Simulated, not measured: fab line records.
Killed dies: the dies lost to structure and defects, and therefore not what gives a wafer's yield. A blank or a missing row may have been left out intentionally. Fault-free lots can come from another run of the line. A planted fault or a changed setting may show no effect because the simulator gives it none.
fab line records	flow sky130
[record] lots = 6	wafers = 16	last_day = 50
route steps=708 shown VIA3@587 METAL4@598 CAP2M@603 PAD_OPEN@708
lots that met no fault: taken from a fault-free run of the same line
start_h: start of the lot's first displayed wafer, in hours after the record's first day	wait_h: hours from the lot's prior step to this one	" repeats the value in the row above	L1.1+2: a row that stands for several wafers	- no value, or no start was given	* or withheld: withheld	< > ~ a bound
route shown NAME@n: a module of which the file shows steps, and the number in the route of the first	usual: average and standard deviation across the fault-free wafers	same: alike in all rows	chamber/n: place in a boat	sites: the reading at each site	_std_site: the standard deviation of these	_edge_site: the outer-site mean with the inner-site mean subtracted	radius_mm: how far each site lies from the wafer's centre	mask NAME#n: copy n	behind: the tool/chamber that last shaped the wafer	hold: reason for holding the lot/hours on hold/outcome of the hold	device: the n, p or np transistor that did not switch	end of line: the same wafers' tests at the end of the route	a step without rows: its recipe alone	killed: not the wafer's yield, but the dies lost to structure and defects at the first sort	map: a wafer's dies, x killed, . not, _ none there
set.NAME: setting as actually run; set.NAME@STEP: the setting as run at that earlier step	model.NAME: the simulator's own value behind a step, which no gauge read
lots at selected steps of the route; one table per step, one row per wafer
services: the hour from which a tool's chamber was out of use, counted from the record's first day as start_h (under 0 if before that day), plus the number of hours and why
[[steps]]
[step SKY_VIA3_ETCH_14]
[recipe] chemistry = N2/H2	target = BARC	ion_energy_ev = 200	source_w = 500	bias_w = 100	pressure_mtorr = 30	n2_flow_sccm = 100	h2_flow_sccm = 200	stop_on = SiO2	time_s = 45.9	target_depth_a = 600
[step SKY_VIA3_ETCH_15]
[recipe] target = SiO2	chemistry = C4F8/O2/Ar	target_depth_nm = 507	stop_on = TiN	mask_material = KrF-thick	source_w = 1500	bias_w = 1200	pressure_mtorr = 40	c4f8_flow_sccm = withheld	O2_flow_sccm = 6	Ar_flow_sccm = 300	time_s = 78
[step SKY_VIA3_STRIP_16]
[recipe] chemistry = O2/N2	power_w = 1400	pressure_mtorr = 1500	platen_temp_c = withheld	o2_flow_sccm = 3000	n2_flow_sccm = 300	overash_fraction = 0.5
[usual] chamber_pressure_mTorr = 1500.0/1.6	drypump_motor_current_A = 5.8/0.3	oes_product_au = 0.402/0.0051	strip_time_to_endpoint_s = 4.139/0.022
lot.wafer	tool	chamber	start_h	wait_h	chamber_pressure_mTorr	drypump_motor_current_A	oes_product_au	rf_hours_counter_h	strip_time_to_endpoint_s
L353.1	plasma_asher-04	1	943.51	0.0	1497.4	6.4	0.409	113	4.126
L353.4	"	0	"	"	1500.2	5.8	0.401	-	4.162
L353.5	"	0	"	"	1501.7	5.8	0.411	-	4.130
L358.4	plasma_asher-04	0	986.97	0.1	1499.5	5.8	0.401	-	4.125
L358.5	"	0	"	"	1498.6	5.8	0.406	-	4.089
L358.6	"	1	"	"	1500.9	6.4	0.403	-	4.081
L364.2	plasma_asher-02	0	1022.40	0.0	1501.9	5.8	0.406	27	4.149
L364.6	"	1	"	"	1499.4	5.9	0.399	-	4.120
L363.1	plasma_asher-02	1	1025.51	0.1	1500.1	5.8	0.393	27	4.133
L363.6	"	0	"	"	1499.6	5.8	0.403	-	4.132
L375.3	plasma_asher-04	1	1070.75	0.1	1500.8	6.3	0.403	-	4.155
L375.5	"	1	"	"	1500.1	6.3	0.403	-	4.121
L375.6	"	0	"	"	1500.7	5.7	0.401	-	4.162
L376.1	plasma_asher-02	1	1080.39	0.0	1497.8	5.8	0.415	33	4.171
L376.5	"	0	"	"	1500.1	5.8	0.394	-	4.136
L376.6	"	1	"	"	1499.5	5.8	0.404	-	4.134
[step SKY_VIA3_STRIP_17]
[recipe] chemistry = post_etch_residue_remover	time_s = 1200	temp_c = 72.5
[step SKY_VIA3_CLEAN_18]
[recipe] chemistry = IPA	time_s = 180	temp_c = 25
[step SKY_VIA3_CLEAN_19]
[recipe] chemistry = O3/DIW	dry = n2_spin
[step SKY_VIA3_SPUTTER_20]
[recipe] material = TiN	target_thk_nm = 20	chamber_pressure_pa = 5	power_w = 4000	time_s = 80
[usual] chamber_pressure_pa = 5.001/0.01	throttle_valve_pct = 29.9/0.75
lot.wafer	tool	chamber	start_h	wait_h	chamber_pressure_pa	throttle_valve_pct
L353.1	pvd_sputter-02	-	944.11	0.0	4.985	30.8
L353.4	"	-	"	"	5.001	28.8
L353.5	"	-	"	"	5.006	29.7
L358.4	pvd_sputter-02	-	987.56	0.0	4.997	29.8
L358.5	"	-	"	"	4.987	29.5
L358.6	"	-	"	"	4.998	30.9
L364.2	pvd_sputter-02	-	1023.02	0.0	4.982	29.5
L364.6	"	-	"	"	5.010	28.9
L363.1	pvd_sputter-02	-	1026.38	0.0	5.015	29.9
L363.6	"	-	"	"	4.993	30.9
L375.3	pvd_sputter-04	-	1071.35	0.0	4.994	30.8
L375.5	"	-	"	"	4.994	29.9
L375.6	"	-	"	"	4.994	30.7
L376.1	pvd_sputter-04	-	1081.03	0.0	4.999	29.4
L376.5	"	-	"	"	5.010	30.8
L376.6	"	-	"	"	4.980	29.6
[step SKY_VIA3_CVD_21]
[recipe] material = W	target_thk_nm = 390	time_s = 117.31	temp_c = 400	pressure_torr = 40
[step SKY_VIA3_RS_MEAS_22]
[recipe] thk_meas_gauge = four-point-probe	reads = W_of_VIA3_CVD_21+TiN_of_VIA3_SPUTTER_20
[usual] VIA3_W_RS = 0.2966/0.0026
lot.wafer	tool	chamber	start_h	wait_h	VIA3_W_RS[ohm/sq]
L353.1	film_metro-03	-	944.29	0.1	0.2962
L353.4	"	-	"	"	0.2976
L353.5	"	-	"	"	0.3017
L358.4	film_metro-03	-	987.77	0.1	0.2937
L358.5	"	-	"	"	0.2962
L358.6	"	-	"	"	0.2969
L364.2	film_metro-02	-	1023.23	0.1	0.2950
L364.6	"	-	"	"	0.2956
L363.1	film_metro-02	-	1026.79	0.3	0.2941
L363.6	"	-	"	"	0.2959
L375.3	film_metro-01	-	1071.58	0.1	0.2972
L375.5	"	-	"	"	0.2969
L375.6	"	-	"	"	0.2978
L376.1	film_metro-02	-	1081.22	0.1	0.2969
L376.5	"	-	"	"	0.2968
L376.6	"	-	"	"	0.2967
[step SKY_VIA3_THK_MEAS_23]
[recipe] thk_meas_gauge = xrf	reads = W_of_VIA3_CVD_21
[usual] VIA3_W_THK = 372/4.6
lot.wafer	tool	chamber	start_h	wait_h	VIA3_W_THK[nm]
L353.1	film_metro-03	-	944.41	0.1	372
L353.4	"	-	"	"	371
L353.5	"	-	"	"	366
L358.4	film_metro-03	-	987.86	0.1	378
L358.5	"	-	"	"	372
L358.6	"	-	"	"	373
L364.2	film_metro-02	-	1023.34	0.1	380
L364.6	"	-	"	"	377
L363.1	film_metro-02	-	1026.91	0.1	380
L363.6	"	-	"	"	378
L375.3	film_metro-01	-	1071.68	0.1	371
L375.5	"	-	"	"	373
L375.6	"	-	"	"	371
L376.1	film_metro-02	-	1081.34	0.1	376
L376.5	"	-	"	"	375
L376.6	"	-	"	"	375
[step SKY_VIA3_CMP_24]
[recipe] stop_on = SiO2	t_overpolish_s = 20	down_force_psi = 3.5	platen_rpm = 60	target_thk_nm = 0	pad_velocity_m_s = 0.94248
[step SKY_METAL4_SPUTTER_00]
[recipe] material = Ti	target_thk_nm = 15	power_w = 3000	time_s = 10	chamber_pressure_pa = 0.4
[usual] chamber_pressure_pa = 0.3999/0.00082	throttle_valve_pct = 29.3/0.93
lot.wafer	tool	chamber	start_h	wait_h	chamber_pressure_pa	throttle_valve_pct
L353.1	pvd_sputter-03	-	944.77	0.1	0.3986	29.1
L353.4	"	-	"	"	0.4002	29.5
L353.5	"	-	"	"	0.3994	27.4
L358.4	pvd_sputter-01	-	988.19	0.1	0.3991	29.2
L358.5	"	-	"	"	0.3995	29.4
L358.6	"	-	"	"	0.3994	29.3
L364.2	pvd_sputter-01	-	1023.71	0.1	0.4001	29.1
L364.6	"	-	"	"	0.4002	28.8
L363.1	pvd_sputter-01	-	1027.67	0.1	0.3993	28.9
L363.6	"	-	"	"	0.4007	29.3
L375.3	pvd_sputter-02	-	1072.02	0.2	0.4001	29.6
L375.5	"	-	"	"	0.4004	29.7
L375.6	"	-	"	"	0.3983	29.0
L376.1	pvd_sputter-03	-	1081.85	0.2	0.4000	27.1
L376.5	"	-	"	"	0.4002	29.4
L376.6	"	-	"	"	0.4000	27.5
[step SKY_METAL4_SPUTTER_01]
[recipe] material = TiN	target_thk_nm = 20	power_w = 6500	time_s = 16.7	chamber_pressure_pa = 0.4
[usual] chamber_pressure_pa = 0.4000/0.00078	throttle_valve_pct = 29.3/0.94
lot.wafer	tool	chamber	start_h	wait_h	chamber_pressure_pa	throttle_valve_pct	model.TiN_of_METAL4_SPUTTER_01.thk_nm
L353.1	pvd_sputter-03	-	944.80	0.0	0.3997	29.2	19.61
L353.4	"	-	"	"	0.3994	29.5	19.94
L353.5	"	-	"	"	0.3994	27.1	19.54
L358.4	pvd_sputter-01	-	988.22	0.0	0.3995	29.0	20.23
L358.5	"	-	"	"	0.4001	29.3	20.3
L358.6	"	-	"	"	0.3996	29.3	20.31
L364.2	pvd_sputter-01	-	1023.73	0.0	0.3997	29.0	20.16
L364.6	"	-	"	"	0.4004	28.8	19.36
L363.1	pvd_sputter-01	-	1027.69	0.0	0.3976	28.8	19.23
L363.6	"	-	"	"	0.4006	29.4	19.49
L375.3	pvd_sputter-02	-	1072.04	0.0	0.4002	29.7	19.64
L375.5	"	-	"	"	0.3985	29.8	19.65
L375.6	"	-	"	"	0.3994	29.0	19.85
L376.1	pvd_sputter-03	-	1081.87	0.0	0.4002	27.1	20.09
L376.5	"	-	"	"	0.3999	29.7	20.41
L376.6	"	-	"	"	0.4008	27.1	20.18
[step SKY_METAL4_SPUTTER_02]
[recipe] material = AlCu	target_thk_nm = 735	power_w = 10600	time_s = 39.1	chamber_pressure_pa = 0.4
[usual] chamber_pressure_pa = 0.3999/0.00079	throttle_valve_pct = 29.3/0.95
lot.wafer	tool	chamber	start_h	wait_h	chamber_pressure_pa	throttle_valve_pct
L353.1	pvd_sputter-03	-	944.82	0.0	0.4009	29.3
L353.4	"	-	"	"	0.3986	29.5
L353.5	"	-	"	"	0.4014	27.4
L358.4	pvd_sputter-01	-	988.24	0.0	0.4000	29.1
L358.5	"	-	"	"	0.3988	29.4
L358.6	"	-	"	"	0.3995	29.2
L364.2	pvd_sputter-01	-	1023.76	0.0	0.3999	29.2
L364.6	"	-	"	"	0.3991	28.9
L363.1	pvd_sputter-01	-	1027.72	0.0	0.3996	28.8
L363.6	"	-	"	"	0.3999	28.9
L375.3	pvd_sputter-02	-	1072.07	0.0	0.4005	29.9
L375.5	"	-	"	"	0.4002	29.8
L375.6	"	-	"	"	0.4019	29.0
L376.1	pvd_sputter-03	-	1081.89	0.0	0.4009	27.2
L376.5	"	-	"	"	0.3994	29.6
L376.6	"	-	"	"	0.4005	27.1
[step SKY_METAL4_SPUTTER_03]
[recipe] material = Ti	target_thk_nm = 5	power_w = 3000	time_s = 3.3	chamber_pressure_pa = 0.4
[step SKY_METAL4_SPUTTER_04]
[recipe] material = TiN	target_thk_nm = 70	power_w = 6500	time_s = 58.3	chamber_pressure_pa = 0.4
[step SKY_CAP2M_CVD_00]
[recipe] material = SiO2	target_thk_nm = 15.5	temp_c = 400	time_s = withheld	rf_w = 450
[step SKY_CAP2M_THK_MEAS_01]
[recipe] reads = SiO2_of_CAP2M_CVD_00
[usual] CAP2M_CVD_00_THK = 15.60/0.25
lot.wafer	tool	chamber	start_h	wait_h	CAP2M_CVD_00_THK[nm]
L353.1	film_metro-03	-	944.95	-	15.49
L353.4	"	-	"	"	15.76
L353.5	"	-	"	"	15.96
L358.4	film_metro-03	-	988.40	-	15.75
L358.5	"	-	"	"	15.49
L358.6	"	-	"	"	15.96
L364.2	film_metro-04	-	1023.90	-	15.37
L364.6	"	-	"	"	15.87
L363.1	film_metro-04	-	1027.85	-	15.41
L363.6	"	-	"	"	16.00
L375.3	film_metro-04	-	1072.22	-	15.64
L375.5	"	-	"	"	15.95
L375.6	"	-	"	"	15.73
L376.1	film_metro-04	-	1082.02	-	15.26
L376.5	"	-	"	"	16.01
L376.6	"	-	"	"	15.41
[step SKY_CAP2M_SPUTTER_02]
[recipe] material = TiN	target_thk_nm = 200	temp_c = 300	power_w = 6500	time_s = 166.7	chamber_pressure_pa = 0.4
[usual] chamber_pressure_pa = 0.4000/0.00083	throttle_valve_pct = 29.9/0.78
lot.wafer	tool	chamber	start_h	wait_h	chamber_pressure_pa	throttle_valve_pct
L353.1	pvd_sputter-02	-	945.01	0.1	0.3991	29.6
L353.4	"	-	"	"	0.4004	29.7
L353.5	"	-	"	"	0.4006	30.1
L358.4	pvd_sputter-02	-	988.49	0.1	0.3990	30.8
L358.5	"	-	"	"	0.3999	30.0
L358.6	"	-	"	"	0.4002	29.8
L364.2	pvd_sputter-02	-	1023.95	0.0	0.4002	30.9
L364.6	"	-	"	"	0.3989	30.8
L363.1	pvd_sputter-04	-	1027.91	0.1	0.3995	29.6
L363.6	"	-	"	"	0.3989	29.8
L375.3	pvd_sputter-02	-	1072.26	0.0	0.4013	30.9
L375.5	"	-	"	"	0.4010	28.9
L375.6	"	-	"	"	0.3994	29.9
L376.1	pvd_sputter-02	-	1082.08	0.1	0.3997	30.2
L376.5	"	-	"	"	0.4002	29.7
L376.6	"	-	"	"	0.4009	29.0
[step SKY_CAP2M_RS_MEAS_03]
[recipe] thk_meas_gauge = four-point-probe	reads = TiN_of_CAP2M_SPUTTER_02
[usual] CAP2M_TIN_RS = 6.89/0.086
lot.wafer	tool	chamber	start_h	wait_h	CAP2M_TIN_RS[ohm/sq]
L353.1	film_metro-03	-	945.12	0.1	6.90
L353.4	"	-	"	"	6.97
L353.5	"	-	"	"	6.93
L358.4	film_metro-01	-	988.60	0.1	6.89
L358.5	"	-	"	"	6.90
L358.6	"	-	"	"	6.85
L364.2	film_metro-03	-	1024.08	0.1	6.92
L364.6	"	-	"	"	6.91
L363.1	film_metro-03	-	1028.02	0.1	6.82
L363.6	"	-	"	"	6.76
L375.3	film_metro-01	-	1072.41	0.1	6.99
L375.5	"	-	"	"	6.98
L375.6	"	-	"	"	6.97
L376.1	film_metro-01	-	1082.19	0.1	6.89
L376.5	"	-	"	"	6.92
L376.6	"	-	"	"	6.98
[step SKY_CAP2M_THK_MEAS_04]
[recipe] thk_meas_gauge = xrf	reads = TiN_of_CAP2M_SPUTTER_02
[usual] CAP2M_TIN_THK = 200.5/2.8
lot.wafer	tool	chamber	start_h	wait_h	CAP2M_TIN_THK[nm]
L353.1	film_metro-03	-	945.24	0.1	198.9
L353.4	"	-	"	"	197.2
L353.5	"	-	"	"	198.0
L358.4	film_metro-01	-	988.69	0.1	200.5
L358.5	"	-	"	"	199.5
L358.6	"	-	"	"	201.4
L364.2	film_metro-03	-	1024.22	0.1	201.2
L364.6	"	-	"	"	201.1
L363.1	film_metro-03	-	1028.14	0.1	202.8
L363.6	"	-	"	"	206.1
L375.3	film_metro-01	-	1072.51	0.1	195.8
L375.5	"	-	"	"	196.2
L375.6	"	-	"	"	195.8
L376.1	film_metro-01	-	1082.31	0.1	199.8
L376.5	"	-	"	"	199.0
L376.6	"	-	"	"	197.0
[step SKY_CAP2M_DEHYDRATE_05]
[recipe] temp_c = 200	time_s = 60
[step SKY_CAP2M_HMDS_06]
[recipe] prime_time_s = 60	prime_temp_c = 120
[step SKY_CAP2M_COAT_07]
[recipe] resist = NOVOLAK	spin_rpm = 3000	resist_thk_nm = 1140
[step SKY_CAP2M_SOFTBAKE_08]
[recipe] temp_c = 90	time_s = 60	resist = NOVOLAK
[step SKY_CAP2M_EXPOSE_09]
[recipe] mask_id = CAP2M	na = 0.6	source_shape = conventional	sigma_outer = 0.6	polarization = unpolarized	target_cd_nm = 1000	dose_mj = 159
[step SKY_CAP2M_PEB_10]
[recipe] temp_c = withheld	time_s = *	resist = NOVOLAK
[step SKY_CAP2M_DEVELOP_11]
[recipe] resist = NOVOLAK	developer = TMAH	develop_time_s = 60	dev_temp_c = 23
[step SKY_CAP2M_OVL_MEAS_12]
[usual] CAP2M_OVL = -0.6/1.2
lot.wafer	tool	chamber	start_h	wait_h	CAP2M_OVL[nm]
L353.1	overlay-01	-	969.55	0.1	1.0
L353.4	"	-	"	"	0.7
L353.5	"	-	"	"	0.6
L358.4	overlay-02	-	1012.08	0.1	-2.2
L358.5	"	-	"	"	-2.2
L358.6	"	-	"	"	-2.2
L363.1	overlay-02	-	1044.43	0.1	2.6
L363.6	"	-	"	"	1.0
L364.2	overlay-02	-	1045.85	0.1	-1.1
L364.6	"	-	"	"	-0.5
L375.3	overlay-01	-	1093.52	0.1	-0.6
L375.5	"	-	"	"	-0.4
L375.6	"	-	"	"	-1.6
L376.1	overlay-01	-	1103.26	0.1	-2.1
L376.5	"	-	"	"	-1.9
L376.6	"	-	"	"	-1.4
[step SKY_CAP2M_METAL_ETCH_13]
[recipe] target_depth_nm = 220	stop_on = SiO2	chemistry = Cl2/BCl3	target = TiN	pressure_mtorr = 10	icp_w = 900	bias_w = 48.5	Cl2_flow_sccm = 60	bcl3_flow_sccm = 30	time_s = 62.9
[step SKY_CAP2M_STRIP_14]
[recipe] chemistry = O2/N2	power_w = 1400	pressure_mtorr = 1500	platen_temp_c = withheld	o2_flow_sccm = 3000	n2_flow_sccm = 300	overash_fraction = 0.5
[step SKY_CAP2M_STRIP_15]
[recipe] chemistry = post_etch_residue_remover	time_s = 1200	temp_c = 72.5
[step SKY_CAP2M_CLEAN_16]
[recipe] chemistry = IPA	time_s = 180	temp_c = 25
[step SKY_CAP2M_CLEAN_17]
[recipe] chemistry = O3/DIW	dry = n2_spin
[step SKY_METAL4_DEHYDRATE_05]
[recipe] temp_c = 200	time_s = 60
[step SKY_METAL4_HMDS_06]
[recipe] prime_time_s = 60	prime_temp_c = 120
[step SKY_METAL4_COAT_07]
[recipe] resist = BARC	temp_c = withheld	time_s = withheld	spin_rpm = 3000	resist_thk_nm = 60
[step SKY_METAL4_COAT_08]
[recipe] resist = KrF-thick	spin_rpm = 3000	resist_thk_nm = 1140
[step SKY_METAL4_SOFTBAKE_09]
[recipe] temp_c = 100	time_s = 90	resist = KrF-thick
[step SKY_METAL4_EXPOSE_10]
[recipe] mask_id = MM4	na = 0.68	source_shape = annular	sigma_inner = 0.4	sigma_outer = 0.8	target_cd_nm = 300	dose_mj = 28
[step SKY_METAL4_PEB_11]
[recipe] peb_temp_c = withheld	peb_time_s = withheld	resist = KrF-thick
[step SKY_METAL4_DEVELOP_12]
[recipe] develop_time_s = 60	resist = KrF-thick	dev_temp_c = 21
[step SKY_PAD_OPEN_PROBE_99]
[usual] defect_limited_yield = 82.5/1.9	killed_at_M0_to_M3 = 43/6.8	killed_at_M4_up = 3.0/1.6	killed_at_contacts = 25/6	killed_at_front_end = 15/4.4	killed_at_other = 0.3/0.52	killed_dies = 86/9.6	killed_open = 47/6.7	killed_short = 39/6.8	sort_bin_3_pad_short = 0.9/0.43	sort_bin_5_function = 10.3/1.5	sort_bin_6_memory = 6.3/1.1	sort_n_pass = 406/9.6	sort_yield_pct = 82.5/1.9
[same] gross_dies = 492	killed_at_back_side = 0	sort_bin_4_leakage[%] = 0	sort_bin_8_speed[%] = 0
lot.wafer	tool	chamber	start_h	wait_h	hold	defect_limited_yield[%]	killed_at_M0_to_M3	killed_at_M4_up	killed_at_contacts	killed_at_front_end	killed_at_other	killed_dies	killed_open	killed_short	sort_bin_3_pad_short[%]	sort_bin_5_function[%]	sort_bin_6_memory[%]	sort_n_pass	sort_yield_pct[%]
L353.1	prober-02	-	1088.28	0.1	-	83.3	43	2	23	14	0	82	50	32	0.2	10.6	5.9	410	83.3
L353.4	prober-02	-	1088.43	0.2	-	78.9	51	4	33	16	0	104	55	49	1.2	11.0	8.9	388	78.9
L353.5	prober-02	-	1088.48	0.2	-	80.9	47	1	29	17	0	94	54	40	0.8	10.0	8.3	398	80.9
L358.4	prober-02	-	1126.96	0.2	-	79.7	43	3	37	16	1	100	54	45	1.2	12.2	6.9	392	79.7
L358.5	prober-02	-	1127.01	0.2	-	83.1	37	3	28	15	0	83	48	35	0.8	8.7	7.3	409	83.1
L358.6	prober-02	-	1127.06	0.2	-	81.3	43	1	32	16	0	92	59	33	1.6	10.8	6.3	400	81.3
L363.1	prober-02	-	1154.35	0.1	await_dispo/4.6h/release	83.3	55	3	11	13	0	82	44	38	0.4	11.0	5.3	410	83.3
L363.6	prober-02	-	1154.60	0.2	await_dispo/4.6h/release	83.9	36	5	27	10	1	79	44	35	0.4	10.0	5.7	413	83.9
L364.2	prober-02	-	1155.90	0.1	await_dispo/1.6h/release	83.5	34	2	33	12	0	81	41	40	0.6	8.9	6.9	411	83.5
L364.6	prober-02	-	1156.10	0.2	await_dispo/1.6h/release	85.2	42	1	21	9	0	73	43	30	0.6	9.1	5.1	419	85.2
L375.3	prober-02	-	1192.68	0.2	-	81.1	40	5	30	18	0	93	59	33	0.8	11.6	6.5	399	81.1
L375.5	prober-02	-	1192.78	0.2	-	80.5	46	2	30	18	0	96	54	41	0.6	10.0	8.9	396	80.5
L375.6	prober-02	-	1192.83	0.2	-	82.9	43	4	22	15	0	84	41	42	1.0	9.8	6.3	408	82.9
L376.1	prober-01	-	1199.55	0.1	-	80.1	55	1	21	21	0	98	57	38	0.6	13.0	6.3	394	80.1
L376.5	prober-01	-	1199.75	0.2	-	79.7	45	2	31	22	0	100	52	48	1.0	12.6	6.7	392	79.7
L376.6	prober-01	-	1199.80	0.2	-	81.1	47	4	34	8	0	93	54	36	0.6	11.6	6.7	399	81.1
// killed by level:class
L353.1 VIA1:geometric_particle:open=17 VIA3:geometric_particle:open=7 CONTACT:geometric_particle:open=6 LI_CONTACT:geometric_particle:open=6 CONTACT:geometric_particle:short=5 FIELD_ISO:geometric_particle:open=4 LOCAL_INTERCONNECT:geometric_particle:short=4 VIA2:geometric_particle:short=4
L353.4 CONTACT:geometric_particle:open=14 VIA1:geometric_particle:open=11 METAL2:geometric_particle:short=9 VIA2:geometric_particle:open=7 LI_CONTACT:geometric_particle:open=7 CONTACT:geometric_particle:short=6 VIA3:geometric_particle:short=6 VIA2:geometric_particle:short=5
L353.5 LI_CONTACT:geometric_particle:open=11 VIA3:geometric_particle:open=10 CONTACT:geometric_particle:open=9 VIA1:geometric_particle:open=7 FIELD_ISO:geometric_particle:short=6 METAL1:geometric_particle:short=6 VIA1:geometric_particle:short=6 VIA2:geometric_particle:open=5
L358.4 CONTACT:geometric_particle:open=12 VIA1:geometric_particle:open=9 VIA1:geometric_particle:short=9 LI_CONTACT:geometric_particle:open=8 CONTACT:geometric_particle:short=8 LI_CONTACT:geometric_particle:short=5 VIA2:geometric_particle:open=5 FIELD_ISO:geometric_particle:open=4
L358.5 VIA1:geometric_particle:open=9 LI_CONTACT:geometric_particle:open=8 CONTACT:geometric_particle:open=7 VIA3:geometric_particle:open=7 FIELD_ISO:geometric_particle:open=5 VIA2:geometric_particle:open=5 CONTACT:geometric_particle:short=5 METAL1:geometric_particle:short=5
L358.6 CONTACT:geometric_particle:open=14 VIA3:geometric_particle:open=9 VIA1:geometric_particle:open=9 LI_CONTACT:geometric_particle:short=8 LI_CONTACT:geometric_particle:open=7 FIELD_ISO:geometric_particle:open=5 VIA2:geometric_particle:open=5 FIELD_ISO:geometric_particle:short=4
L363.1 VIA1:geometric_particle:open=10 VIA3:geometric_particle:open=7 VIA1:geometric_particle:short=7 VIA2:geometric_particle:open=7 METAL2:geometric_particle:short=6 FIELD_ISO:geometric_particle:short=5 CONTACT:geometric_particle:open=5 VIA2:geometric_particle:short=5
L363.6 CONTACT:geometric_particle:open=11 LI_CONTACT:geometric_particle:open=7 VIA1:geometric_particle:short=7 VIA3:geometric_particle:open=6 CONTACT:geometric_particle:short=5 VIA2:geometric_particle:open=5 FIELD_ISO:geometric_particle:open=3 POLY_GATE:geometric_particle:short=3
L364.2 CONTACT:geometric_particle:open=11 VIA1:geometric_particle:open=9 LOCAL_INTERCONNECT:geometric_particle:short=7 LI_CONTACT:geometric_particle:short=6 VIA2:geometric_particle:open=6 METAL2:geometric_particle:short=5 POLY_GATE:geometric_particle:short=4 LI_CONTACT:geometric_particle:open=4
L364.6 VIA1:geometric_particle:open=10 CONTACT:geometric_particle:open=9 VIA2:geometric_particle:open=8 METAL2:geometric_particle:short=7 LI_CONTACT:geometric_particle:open=5 VIA3:geometric_particle:open=4 FIELD_ISO:geometric_particle:short=3 CONTACT:geometric_particle:short=3
L375.3 VIA1:geometric_particle:open=15 CONTACT:geometric_particle:open=10 LI_CONTACT:geometric_particle:open=9 VIA2:geometric_particle:open=8 FIELD_ISO:geometric_particle:open=5 METAL1:geometric_particle:short=4 METAL2:geometric_particle:short=4 FIELD_ISO:geometric_particle:short=3
L375.5 VIA1:geometric_particle:open=10 LI_CONTACT:geometric_particle:open=9 VIA3:geometric_particle:open=9 CONTACT:geometric_particle:open=7 LOCAL_INTERCONNECT:geometric_particle:short=7 VIA2:geometric_particle:open=5 CONTACT:geometric_particle:short=4 VIA1:geometric_particle:short=4
L375.6 VIA1:geometric_particle:open=12 CONTACT:geometric_particle:open=8 FIELD_ISO:geometric_particle:short=7 VIA3:geometric_particle:open=7 VIA3:geometric_particle:short=6 VIA1:geometric_particle:short=5 LI_CONTACT:geometric_particle:open=4 LOCAL_INTERCONNECT:geometric_particle:short=4
L376.1 VIA1:geometric_particle:open=17 VIA3:geometric_particle:open=11 VIA1:geometric_particle:short=8 LI_CONTACT:geometric_particle:open=7 CONTACT:geometric_particle:open=7 POLY_GATE:geometric_particle:open=5 METAL1:geometric_particle:short=4 LOCAL_INTERCONNECT:geometric_particle:short=4
L376.5 VIA1:geometric_particle:open=11 LI_CONTACT:geometric_particle:open=9 POLY_GATE:geometric_particle:short=7 CONTACT:geometric_particle:short=7 CONTACT:geometric_particle:open=7 FIELD_ISO:geometric_particle:open=5 POLY_GATE:geometric_particle:open=5 VIA1:geometric_particle:short=5
L376.6 VIA1:geometric_particle:open=16 CONTACT:geometric_particle:open=15 VIA3:geometric_particle:open=6 LI_CONTACT:geometric_particle:short=6 VIA2:geometric_particle:open=6 LI_CONTACT:geometric_particle:open=5 METAL2:geometric_particle:short=5 METAL3:geometric_particle:short=4
// map L363.1 (x killed, . not)
__________........x._________
________......x......x_______
______..........x.x..x.x_____
_____....x....x...x......____
____....x.x.x.............___
___....x..x....x....x...x..__
__..x..x..........x......x.._
_x...x..x......x.xx.....x....
_...........x.......x........
_x...x............x......xxx.
_..x....xx..................x
_.........x......x.x...xx.x..
_x...x....x....x........x..x.
_....x...xx.x....xx.x..xx....
_.x.x.............x........x.
__.x...............x........_
___...x.x..x.........x.....__
____...................xx.___
_____....x...........xxx.____
______..............x..x_____
________.........x...x_______
__________.........._________
// map L364.2 (x killed, . not)
__________...x......_________
________...x.........._______
______............x.x..x_____
_____...x...x..xx.......x____
____.x..............x.....___
___x............x..........__
__..............xx.......x.._
_xx.x....xxx.........x.......
_...........x..x....x........
_x.........xx.....x.....x....
_.......x...x............x...
_......x...........x.x.....x.
_.x.x..x......x.x.....x..x...
_x...x........xx..x..........
_.x.xx....x.......xx.......xx
__...............x......xx.x_
___.......xx....x....x.....__
____.x.........xxx....x...___
_____......x.....x.......____
______...........xx...x._____
________......x.x....._______
__________...x.....x_________
[[services]]
tool	chamber	start_h	hours	kind
plasma_asher-04	-	957.15	0.3	repair
plasma_asher-04	-	1012.25	2.1	repair
pvd_sputter-04	-	1029.32	9.2	repair
plasma_asher-04	-	1055.32	9.0	pm
plasma_asher-04	0	1055.32	9.0	vent_cycle
plasma_asher-04	1	1055.32	9.0	vent_cycle
plasma_asher-04	0	1064.32	-	clean
plasma_asher-04	1	1064.32	-	clean
plasma_asher-04	-	1067.62	1.2	repair
[[key]]
first_sign none at tools or gauges
[model_effect] step = SKY_METAL4_SPUTTER_01	value = TiN_of_METAL4_SPUTTER_01.thk_nm	without = 20.1	struck = 19.36
met_at SKY_METAL4_SPUTTER_01
struck_wafers L363.1,L363.6,L364.6
onset_between 988.22 1023.73
[fault] kind = process_parameter_drift	tool = pvd_sputter-01	chamber = -	onset_h = 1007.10	steps = SKY_METAL4_SPUTTER_01	channel = time_s	offset = *	shape = step	end_h = 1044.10	scope = struck_wafers_only	acts_in = *	stated = *
